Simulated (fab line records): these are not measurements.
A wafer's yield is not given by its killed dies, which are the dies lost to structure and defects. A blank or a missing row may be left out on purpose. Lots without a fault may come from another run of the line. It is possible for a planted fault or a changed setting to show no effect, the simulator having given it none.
fab line records    flow sky130    part 1 of 2: steps 1 to 36 of 46
record: lots: 5  wafers: 15  lastDay: 50
route steps=708 shown VT_ADJUST_NCORE@125 VT_ADJUST_HVTR@131 VT_ADJUST_PCH@143 SONOS_TUNNEL@154 SONOS_ONO@168
lots untouched by any fault: they come from a run of this same line in which no faults occurred
startH: hours from the record's first day to the start of the lot's first wafer shown    waitH: time in hours since the lot's previous step    " identical to the entry in the row above    L1.1+2: one row covering several wafers at once    - value missing, or start not given    * or withheld: withheld    < > ~ a bound
route shown NAME@n: NAME is a module with steps in the file, n the number in the route of the first one    usual: mean and standard deviation over wafers with no fault    same: alike in all rows    chamber/n: place in a boat    sites: each site's reading    _std_site: the values' standard deviation    _edge_site: the outer-site mean with the inner-site mean subtracted    radiusMm: how far each site lies from the wafer's centre    mask NAME#n: copy n    behind: tool/chamber where the wafer was last shaped    hold: why the lot went on hold/how many hours it stayed there/how the hold came to an end    device: whichever transistor did not switch (one of n, p or np)    end of line: the tests these same wafers got at the end of their route    a step without rows: its recipe alone    killed: count of dies lost to structure and defects at first sort (not the wafer's yield)    map: per-die view of a wafer (x killed, . not killed, _ where there is no die)
set.NAME: the setting the step ran with; set.NAME@STEP: the setting that earlier step ran with    model.NAME: the simulator's own value behind a step, which no gauge read
lots at selected steps of the route; one table per step, one row per wafer
services: from which hour (startH, from the record's first day; less than 0 if before it) a tool's chamber was out of use, for how many hours, and why
== steps ==
step: SKY_VT_ADJUST_NCORE_DEVELOP_06
recipe: resist: NOVOLAK  developer: TMAH  developTimeS: 60  devTempC: 23
lot.wafer   tool           chamber  startH  waitH
L079.1+2+6  lithoTrack-01  0        215.66  0.1
L085.2+3+4  lithoTrack-04  0        257.12  0.1
L092.2+4+6  lithoTrack-01  0        315.18  0.1
L093.2+4+6  lithoTrack-04  0        320.97  0.1
L097.2+3+6  lithoTrack-01  0        346.28  0.1
step: SKY_VT_ADJUST_NCORE_CD_MEAS_07
recipe: targetCdNm: 380
usual: cdNm: 380.8/2.4
lot.wafer  tool      chamber  startH  waitH  cdNm
L079.1     cdSem-02  -        215.81  0.1    380.9
L079.2     "         -        "       "      379.9
L079.6     "         -        "       "      380.4
L085.2     cdSem-02  -        257.26  0.1    381.1
L085.3     "         -        "       "      375.0
L085.4     "         -        "       "      378.1
L092.2     cdSem-02  -        315.33  0.1    378.2
L092.4     "         -        "       "      376.8
L092.6     "         -        "       "      379.9
L093.2     cdSem-01  -        321.11  0.1    380.1
L093.4     "         -        "       "      381.2
L093.6     "         -        "       "      379.7
L097.2     cdSem-01  -        346.43  0.1    385.3
L097.3     "         -        "       "      387.5
L097.6     "         -        "       "      384.7
step: SKY_VT_ADJUST_NCORE_OVL_MEAS_08
usual: VT_ADJUST_NCORE_OVL: -0.8/1.4
lot.wafer  tool        chamber  startH  waitH  VT_ADJUST_NCORE_OVL[nm]
L079.1     overlay-02  -        215.93  0.1    -1.9
L079.2     "           -        "       "      -4.0
L079.6     "           -        "       "      -1.7
L085.2     overlay-01  -        257.37  0.1    0.9
L085.3     "           -        "       "      -0.3
L085.4     "           -        "       "      -0.6
L092.2     overlay-01  -        315.44  0.1    -0.8
L092.4     "           -        "       "      0.4
L092.6     "           -        "       "      1.1
L093.2     overlay-02  -        321.22  0.1    -1.0
L093.4     "           -        "       "      -0.7
L093.6     "           -        "       "      -2.8
L097.2     overlay-02  -        346.54  0.1    -0.1
L097.3     "           -        "       "      0.1
L097.6     "           -        "       "      0.3
step: SKY_VT_ADJUST_NCORE_IMPLANT_09
recipe: species: B  energyKev: 10  doseCm2: 2.4e+12  tiltDeg: withheld
lot.wafer   tool          chamber  startH  waitH
L079.1+2+6  implanter-04  0        215.97  0.0
L085.2+3+4  implanter-04  0        257.42  0.0
L092.2+4+6  implanter-02  0        315.49  0.0
L093.2+4+6  implanter-02  0        321.27  0.0
L097.2+3+6  implanter-02  0        346.59  0.0
step: SKY_VT_ADJUST_NCORE_STRIP_10
recipe: chemistry: O2/N2  powerW: 1400  pressureMtorr: 1500  platenTempC: withheld  o2FlowSccm: 3000  n2FlowSccm: 300  overashFraction: 0.5
usual: drypumpMotorCurrentA: 5.7/0.56  o2FlowSccm: 3000/8.9  oesProductAu: 0.716/0.0041  stripTimeToEndpointS: 14.17/0.049
lot.wafer  tool            chamber  startH  waitH  drypumpMotorCurrentA  o2FlowSccm  oesProductAu  rfHoursCounterH  stripTimeToEndpointS
L079.1     plasmaAsher-03  0        216.12  0.1    6.2                   3022        0.710         10               14.23
L079.2     "               1        "       "      5.3                   2990        0.719         10               14.22
L079.6     "               1        "       "      5.3                   2992        0.721         -                14.19
L085.2     plasmaAsher-01  0        257.55  0.1    6.3                   2998        0.722         56               14.10
L085.3     "               1        "       "      4.8                   3009        0.707         -                14.09
L085.4     "               0        "       "      6.3                   2994        0.715         -                14.11
L092.2     plasmaAsher-02  1        315.62  0.1    5.6                   2975        0.708         50               14.14
L092.4     "               0        "       "      6.2                   3012        0.718         -                14.15
L092.6     "               1        "       "      5.6                   2987        0.709         -                14.12
L093.2     plasmaAsher-03  1        321.40  0.1    5.3                   2997        0.714         20               14.10
L093.4     "               0        "       "      6.2                   3010        0.715         -                14.15
L093.6     "               1        "       "      5.3                   2990        0.712         -                14.14
L097.2     plasmaAsher-02  0        346.72  0.1    6.3                   2994        0.714         53               14.14
L097.3     "               0        "       "      6.3                   3004        0.717         -                14.14
L097.6     "               1        "       "      5.6                   3021        0.717         -                14.16
step: SKY_VT_ADJUST_NCORE_TW_MEAS_11
usual: VT_ADJUST_NCORE_TW: 218.4/2
lot.wafer  tool          chamber  startH  waitH  VT_ADJUST_NCORE_TW
L079.1     filmMetro-04  -        216.22  0.1    218.9
L079.2     "             -        "       "      220.8
L079.6     "             -        "       "      218.9
L085.2     filmMetro-04  -        257.66  0.1    219.1
L085.3     "             -        "       "      219.9
L085.4     "             -        "       "      219.5
L092.2     filmMetro-04  -        315.73  0.1    221.4
L092.4     "             -        "       "      221.5
L092.6     "             -        "       "      220.3
L093.2     filmMetro-04  -        321.51  0.1    221.5
L093.4     "             -        "       "      221.7
L093.6     "             -        "       "      220.0
L097.2     filmMetro-03  -        346.83  0.1    217.0
L097.3     "             -        "       "      216.8
L097.6     "             -        "       "      218.0
step: SKY_VT_ADJUST_HVTR_DEHYDRATE_00
recipe: tempC: 200  timeS: 60
lot.wafer   tool           chamber  startH  waitH
L079.1+2+6  lithoTrack-01  0        226.56  10.3
L085.2+3+4  lithoTrack-02  0        269.56  11.9
L092.2+4+6  lithoTrack-03  0        328.00  12.3
L093.2+4+6  lithoTrack-01  0        333.73  12.2
L097.2+3+6  lithoTrack-02  0        360.76  13.9
step: SKY_VT_ADJUST_HVTR_HMDS_01
recipe: primeTimeS: 60  primeTempC: 120
same: primeTimeS: 60
lot.wafer   tool           chamber  startH  waitH
L079.1+2+6  lithoTrack-01  0        226.71  0.1
L085.2+3+4  lithoTrack-02  0        269.71  0.1
L092.2+4+6  lithoTrack-03  0        328.15  0.1
L093.2+4+6  lithoTrack-01  0        333.88  0.1
L097.2+3+6  lithoTrack-02  0        360.91  0.1
step: SKY_VT_ADJUST_HVTR_COAT_02
recipe: resist: NOVOLAK  spinRpm: 3000  resistThkNm: 1140
lot.wafer   tool           chamber  startH  waitH
L079.1+2+6  lithoTrack-01  0        226.86  0.1
L085.2+3+4  lithoTrack-02  0        269.86  0.1
L092.2+4+6  lithoTrack-03  0        328.30  0.1
L093.2+4+6  lithoTrack-01  0        334.03  0.1
L097.2+3+6  lithoTrack-02  0        361.06  0.1
step: SKY_VT_ADJUST_HVTR_SOFTBAKE_03
recipe: tempC: 90  timeS: 60  resist: NOVOLAK
lot.wafer   tool           chamber  startH  waitH
L079.1+2+6  lithoTrack-01  0        227.01  0.1
L085.2+3+4  lithoTrack-02  0        270.01  0.1
L092.2+4+6  lithoTrack-03  0        328.45  0.1
L093.2+4+6  lithoTrack-01  0        334.18  0.1
L097.2+3+6  lithoTrack-02  0        361.21  0.1
step: SKY_VT_ADJUST_HVTR_EXPOSE_04
recipe: maskId: HVTRM  targetCdNm: 380  na: 0.6  sourceShape: conventional  sigmaOuter: 0.6  doseMj: 150
lot.wafer   tool             chamber  startH  waitH  mask
L079.1+2+6  ilineStepper-02  0        -       -      HVTRM#0
L085.2+3+4  ilineStepper-01  0        -       -      HVTRM#0
L092.2+4+6  ilineStepper-01  0        -       -      HVTRM#0
L093.2+4+6  ilineStepper-01  0        -       -      HVTRM#0
L097.2+3+6  ilineStepper-01  0        -       -      HVTRM#0
step: SKY_VT_ADJUST_HVTR_PEB_05
recipe: tempC: withheld  timeS: *  resist: NOVOLAK
lot.wafer   tool           chamber  startH  waitH
L079.1+2+6  lithoTrack-02  0        -       -
L085.2+3+4  lithoTrack-02  0        -       -
L092.2+4+6  lithoTrack-01  0        -       -
L093.2+4+6  lithoTrack-01  0        -       -
L097.2+3+6  lithoTrack-01  0        -       -
step: SKY_VT_ADJUST_HVTR_DEVELOP_06
recipe: developTimeS: 60  devTempC: 23
lot.wafer   tool           chamber  startH  waitH
L079.1+2+6  lithoTrack-02  0        238.84  0.1
L085.2+3+4  lithoTrack-02  0        282.26  0.1
L092.2+4+6  lithoTrack-01  0        341.88  0.1
L093.2+4+6  lithoTrack-01  0        348.08  0.1
L097.2+3+6  lithoTrack-01  0        375.33  0.1
step: SKY_VT_ADJUST_HVTR_CD_MEAS_07
recipe: targetCdNm: 380
usual: cdNm: 380/3.3
lot.wafer  tool      chamber  startH  waitH  cdNm
L079.1     cdSem-01  -        238.99  0.1    378
L079.2     "         -        "       "      379
L079.6     "         -        "       "      377
L085.2     cdSem-02  -        282.41  0.1    381
L085.3     "         -        "       "      383
L085.4     "         -        "       "      384
L092.2     cdSem-01  -        342.03  0.1    374
L092.4     "         -        "       "      371
L092.6     "         -        "       "      372
L093.2     cdSem-01  -        348.23  0.1    384
L093.4     "         -        "       "      382
L093.6     "         -        "       "      383
L097.2     cdSem-02  -        375.48  0.1    382
L097.3     "         -        "       "      383
L097.6     "         -        "       "      379
step: SKY_VT_ADJUST_HVTR_OVL_MEAS_08
usual: VT_ADJUST_HVTR_OVL: 0.2/1.2
lot.wafer  tool        chamber  startH  waitH  VT_ADJUST_HVTR_OVL[nm]
L079.1     overlay-01  -        239.11  0.1    1.4
L079.2     "           -        "       "      0.8
L079.6     "           -        "       "      3.2
L085.2     overlay-01  -        282.51  0.1    0.2
L085.3     "           -        "       "      1.3
L085.4     "           -        "       "      1.4
L092.2     overlay-02  -        342.14  0.1    -0.2
L092.4     "           -        "       "      -1.0
L092.6     "           -        "       "      0.7
L093.2     overlay-02  -        348.34  0.1    1.9
L093.4     "           -        "       "      0.9
L093.6     "           -        "       "      -0.6
L097.2     overlay-01  -        375.59  0.1    1.5
L097.3     "           -        "       "      2.1
L097.6     "           -        "       "      0.7
step: SKY_VT_ADJUST_HVTR_IMPLANT_09
recipe: species: B  energyKev: 10  doseCm2: 2.1e+12  tiltDeg: withheld
lot.wafer   tool          chamber  startH  waitH
L079.1+2+6  implanter-02  0        239.14  0.0
L085.2+3+4  implanter-02  0        282.57  0.0
L092.2+4+6  implanter-01  0        342.19  0.0
L093.2+4+6  implanter-02  0        348.39  0.0
L097.2+3+6  implanter-01  0        375.64  0.0
step: SKY_VT_ADJUST_HVTR_STRIP_10
recipe: chemistry: O2/N2  powerW: 1400  pressureMtorr: 1500  platenTempC: withheld  o2FlowSccm: 3000  n2FlowSccm: 300  overashFraction: 0.5
usual: drypumpMotorCurrentA: 5.7/0.51  o2FlowSccm: 3002/8.5  oesProductAu: 0.716/0.0049  stripTimeToEndpointS: 14.16/0.038
lot.wafer  tool            chamber  startH  waitH  drypumpMotorCurrentA  o2FlowSccm  oesProductAu  rfHoursCounterH  stripTimeToEndpointS
L079.1     plasmaAsher-04  0        239.29  0.1    6.0                   3013        0.712         55               14.13
L079.2     "               1        "       "      5.3                   3015        0.715         55               14.15
L079.6     "               1        "       "      5.3                   3013        0.721         -                14.13
L085.2     plasmaAsher-03  1        282.69  0.1    5.3                   2995        0.717         16               14.16
L085.3     "               1        "       "      5.3                   3003        0.716         -                14.14
L085.4     "               0        "       "      6.2                   3001        0.718         -                14.13
L092.2     plasmaAsher-03  0        342.32  0.1    6.2                   3002        0.706         22               14.18
L092.4     "               0        "       "      6.2                   2991        0.720         -                14.18
L092.6     "               0        "       "      6.2                   2993        0.730         -                14.22
L093.2     plasmaAsher-01  1        348.52  0.1    4.8                   3007        0.710         65               14.18
L093.4     "               1        "       "      4.8                   2999        0.726         -                14.16
L093.6     "               1        "       "      4.8                   3007        0.719         -                14.16
L097.2     plasmaAsher-01  1        375.77  0.1    4.8                   3001        0.701         69               14.11
L097.3     "               0        "       "      6.3                   2985        0.713         -                14.11
L097.6     "               0        "       "      6.3                   3000        0.717         -                14.09
step: SKY_VT_ADJUST_HVTR_TW_MEAS_11
usual: VT_ADJUST_HVTR_TW: 211.5/1.1
lot.wafer  tool          chamber  startH  waitH  VT_ADJUST_HVTR_TW
L079.1     filmMetro-02  -        239.39  0.1    212.2
L079.2     "             -        "       "      211.2
L079.6     "             -        "       "      211.2
L085.2     filmMetro-04  -        282.80  0.1    211.8
L085.3     "             -        "       "      212.9
L085.4     "             -        "       "      212.7
L092.2     filmMetro-04  -        342.43  0.1    211.1
L092.4     "             -        "       "      211.5
L092.6     "             -        "       "      211.5
L093.2     filmMetro-04  -        348.63  0.1    210.4
L093.4     "             -        "       "      211.8
L093.6     "             -        "       "      210.1
L097.2     filmMetro-02  -        375.88  0.1    210.2
L097.3     "             -        "       "      211.8
L097.6     "             -        "       "      211.9
step: SKY_VT_ADJUST_PCH_DEHYDRATE_00
recipe: tempC: 200  timeS: 60
lot.wafer   tool           chamber  startH  waitH
L079.1+2+6  lithoTrack-01  0        249.61  10.2
L085.2+3+4  lithoTrack-01  0        294.88  12.1
L092.2+4+6  lithoTrack-01  0        355.78  13.3
L093.2+4+6  lithoTrack-03  0        361.95  13.3
L097.2+3+6  lithoTrack-01  0        389.58  13.7
step: SKY_VT_ADJUST_PCH_HMDS_01
recipe: primeTimeS: 60  primeTempC: 120
same: primeTimeS: 60
lot.wafer   tool           chamber  startH  waitH
L079.1+2+6  lithoTrack-01  0        249.76  0.1
L085.2+3+4  lithoTrack-01  0        295.03  0.1
L092.2+4+6  lithoTrack-01  0        355.93  0.1
L093.2+4+6  lithoTrack-03  0        362.10  0.1
L097.2+3+6  lithoTrack-01  0        389.73  0.1
step: SKY_VT_ADJUST_PCH_COAT_02
recipe: spinRpm: 2000  resistThkNm: 3000
lot.wafer   tool           chamber  startH  waitH
L079.1+2+6  lithoTrack-01  0        249.91  0.1
L085.2+3+4  lithoTrack-01  0        295.18  0.1
L092.2+4+6  lithoTrack-01  0        356.08  0.1
L093.2+4+6  lithoTrack-03  0        362.25  0.1
L097.2+3+6  lithoTrack-01  0        389.88  0.1
step: SKY_VT_ADJUST_PCH_SOFTBAKE_03
recipe: tempC: 110  timeS: withheld
lot.wafer   tool           chamber  startH  waitH
L079.1+2+6  lithoTrack-01  0        250.06  0.1
L085.2+3+4  lithoTrack-01  0        295.34  0.1
L092.2+4+6  lithoTrack-01  0        356.24  0.1
L093.2+4+6  lithoTrack-03  0        362.40  0.1
L097.2+3+6  lithoTrack-01  0        390.04  0.1
step: SKY_VT_ADJUST_PCH_EXPOSE_04
recipe: maskId: NWM  na: 0.6  sourceShape: conventional  sigmaOuter: 0.6  polarization: unpolarized  targetCdNm: 840  doseMj: 255
lot.wafer   tool             chamber  startH  waitH  mask
L079.1+2+6  ilineStepper-01  0        -       -      NWM#0
L085.2+3+4  ilineStepper-02  0        -       -      NWM#0
L092.2+4+6  ilineStepper-02  0        -       -      NWM#0
L093.2+4+6  ilineStepper-02  0        -       -      NWM#0
L097.2+3+6  ilineStepper-01  0        -       -      NWM#0
step: SKY_VT_ADJUST_PCH_PEB_05
recipe: tempC: 115  timeS: withheld
lot.wafer   tool           chamber  startH  waitH
L079.1+2+6  lithoTrack-03  0        -       -
L085.2+3+4  lithoTrack-03  0        -       -
L092.2+4+6  lithoTrack-03  0        -       -
L093.2+4+6  lithoTrack-01  0        -       -
L097.2+3+6  lithoTrack-04  0        -       -
step: SKY_VT_ADJUST_PCH_DEVELOP_06
recipe: wallAngleDeg: 90  developer: TMAH  developTimeS: 60  devTempC: 23
lot.wafer   tool           chamber  startH  waitH
L079.1+2+6  lithoTrack-03  0        -       -
L085.2+3+4  lithoTrack-03  0        -       -
L092.2+4+6  lithoTrack-03  0        -       -
L093.2+4+6  lithoTrack-01  0        -       -
L097.2+3+6  lithoTrack-04  0        -       -
step: SKY_VT_ADJUST_PCH_OVL_MEAS_07
usual: VT_ADJUST_PCH_OVL: 0.5/1.5
lot.wafer  tool        chamber  startH  waitH  VT_ADJUST_PCH_OVL[nm]
L079.1     overlay-01  -        262.62  -      1.1
L079.2     "           -        "       "      3.2
L079.6     "           -        "       "      1.9
L085.2     overlay-01  -        307.88  -      -2.3
L085.3     "           -        "       "      -1.3
L085.4     "           -        "       "      -1.2
L092.2     overlay-02  -        370.83  -      -3.6
L092.4     "           -        "       "      -3.3
L092.6     "           -        "       "      -1.7
L093.2     overlay-01  -        376.47  -      -1.5
L093.4     "           -        "       "      -0.6
L093.6     "           -        "       "      -0.6
L097.2     overlay-01  -        405.20  -      1.2
L097.3     "           -        "       "      0.5
L097.6     "           -        "       "      2.3
step: SKY_VT_ADJUST_PCH_IMPLANT_08
recipe: species: B  energyKev: 10  doseCm2: 5e+11  tiltDeg: withheld
lot.wafer   tool          chamber  startH  waitH
L079.1+2+6  implanter-02  0        262.66  0.0
L085.2+3+4  implanter-03  0        307.93  0.0
L092.2+4+6  implanter-03  0        370.88  0.0
L093.2+4+6  implanter-04  0        376.52  0.0
L097.2+3+6  implanter-02  0        405.25  0.0
step: SKY_VT_ADJUST_PCH_STRIP_09
recipe: chemistry: O2/N2  powerW: 1400  pressureMtorr: 1500  platenTempC: withheld  o2FlowSccm: 3000  n2FlowSccm: 300  overashFraction: 0.5
usual: drypumpMotorCurrentA: 5.7/0.52  o2FlowSccm: 2999/9.8  oesProductAu: 0.723/0.0046  stripTimeToEndpointS: 36.90/0.098
lot.wafer  tool            chamber  startH  waitH  drypumpMotorCurrentA  o2FlowSccm  oesProductAu  rfHoursCounterH  stripTimeToEndpointS
L079.1     plasmaAsher-01  0        262.81  0.1    6.3                   2997        0.724         56               36.77
L079.2     "               1        "       "      4.8                   3007        0.717         56               36.80
L079.6     "               1        "       "      4.8                   3000        0.719         -                36.80
L085.2     plasmaAsher-02  1        308.06  0.1    5.6                   3001        0.727         49               37.10
L085.3     "               0        "       "      6.2                   2973        0.720         -                36.97
L085.4     "               1        "       "      5.6                   3006        0.716         -                36.96
L092.2     plasmaAsher-01  1        371.01  0.1    4.8                   3003        0.712         68               36.92
L092.4     "               1        "       "      4.8                   3009        0.721         -                36.96
L092.6     "               0        "       "      6.3                   2992        0.717         -                36.87
L093.2     plasmaAsher-04  0        376.65  0.1    6.0                   3015        0.728         68               36.67
L093.4     "               1        "       "      5.4                   3003        0.727         -                36.69
L093.6     "               0        "       "      6.0                   3018        0.731         -                36.79
L097.2     plasmaAsher-04  0        405.38  0.1    6.0                   2985        0.727         70               36.91
L097.3     "               1        "       "      5.3                   2998        0.721         -                36.86
L097.6     "               1        "       "      5.4                   3006        0.728         -                36.88
step: SKY_VT_ADJUST_PCH_TW_MEAS_10
usual: VT_ADJUST_PCH_TW: 142.3/1.2
lot.wafer  tool          chamber  startH  waitH  VT_ADJUST_PCH_TW
L079.1     filmMetro-02  -        262.91  0.1    142.5
L079.2     "             -        "       "      142.7
L079.6     "             -        "       "      142.4
L085.2     filmMetro-02  -        308.17  0.1    142.8
L085.3     "             -        "       "      143.2
L085.4     "             -        "       "      142.0
L092.2     filmMetro-03  -        371.12  0.1    141.3
L092.4     "             -        "       "      141.5
L092.6     "             -        "       "      141.4
L093.2     filmMetro-01  -        376.76  0.1    143.3
L093.4     "             -        "       "      142.7
L093.6     "             -        "       "      143.0
L097.2     filmMetro-02  -        405.49  0.1    142.7
L097.3     "             -        "       "      143.0
L097.6     "             -        "       "      142.7
step: SKY_SONOS_TUNNEL_DEHYDRATE_00
recipe: tempC: 200  timeS: 60
lot.wafer   tool           chamber  startH  waitH
L079.1+2+6  lithoTrack-04  0        274.19  11.3
L085.2+3+4  lithoTrack-02  0        320.76  12.6
L092.2+4+6  lithoTrack-03  0        384.20  13.1
L093.2+4+6  lithoTrack-03  0        390.55  13.8
L097.2+3+6  lithoTrack-02  0        419.01  13.5
step: SKY_SONOS_TUNNEL_HMDS_01
recipe: primeTimeS: 60  primeTempC: 120
same: primeTimeS: 60
lot.wafer   tool           chamber  startH  waitH
L079.1+2+6  lithoTrack-04  0        274.34  0.1
L085.2+3+4  lithoTrack-02  0        320.91  0.1
L092.2+4+6  lithoTrack-03  0        384.35  0.1
L093.2+4+6  lithoTrack-03  0        390.70  0.1
L097.2+3+6  lithoTrack-02  0        419.16  0.1
step: SKY_SONOS_TUNNEL_COAT_02
recipe: resist: NOVOLAK  spinRpm: 3000  resistThkNm: 1140
lot.wafer   tool           chamber  startH  waitH
L079.1+2+6  lithoTrack-04  0        274.49  0.1
L085.2+3+4  lithoTrack-02  0        321.06  0.1
L092.2+4+6  lithoTrack-03  0        384.50  0.1
L093.2+4+6  lithoTrack-03  0        390.85  0.1
L097.2+3+6  lithoTrack-02  0        419.31  0.1
step: SKY_SONOS_TUNNEL_SOFTBAKE_03
recipe: tempC: 90  timeS: 60  resist: NOVOLAK
lot.wafer   tool           chamber  startH  waitH
L079.1+2+6  lithoTrack-04  0        274.64  0.1
L085.2+3+4  lithoTrack-02  0        321.21  0.1
L092.2+4+6  lithoTrack-03  0        384.65  0.1
L093.2+4+6  lithoTrack-03  0        391.00  0.1
L097.2+3+6  lithoTrack-02  0        419.46  0.1
step: SKY_SONOS_TUNNEL_EXPOSE_04
recipe: maskId: TUNM  na: 0.6  sourceShape: conventional  sigmaOuter: 0.6  polarization: unpolarized  targetCdNm: 410  doseMj: 136
lot.wafer   tool             chamber  startH  waitH  mask
L079.1+2+6  ilineStepper-02  0        -       -      TUNM#0
L085.2+3+4  ilineStepper-02  0        -       -      TUNM#0
L092.2+4+6  ilineStepper-01  0        -       -      TUNM#0
L093.2+4+6  ilineStepper-02  0        -       -      TUNM#0
L097.2+3+6  ilineStepper-01  0        -       -      TUNM#0
step: SKY_SONOS_TUNNEL_PEB_05
recipe: tempC: withheld  timeS: *  resist: NOVOLAK
lot.wafer   tool           chamber  startH  waitH
L079.1+2+6  lithoTrack-03  0        -       -
L085.2+3+4  lithoTrack-02  0        -       -
L092.2+4+6  lithoTrack-03  0        -       -
L093.2+4+6  lithoTrack-03  0        -       -
L097.2+3+6  lithoTrack-03  0        -       -
step: SKY_SONOS_TUNNEL_DEVELOP_06
recipe: resist: NOVOLAK  developer: TMAH  developTimeS: 60  devTempC: 23
lot.wafer   tool           chamber  startH  waitH
L079.1+2+6  lithoTrack-03  0        287.22  0.1
L085.2+3+4  lithoTrack-02  0        334.06  0.1
L092.2+4+6  lithoTrack-03  0        399.45  0.1
L093.2+4+6  lithoTrack-03  0        406.20  0.1
L097.2+3+6  lithoTrack-03  0        434.80  0.1
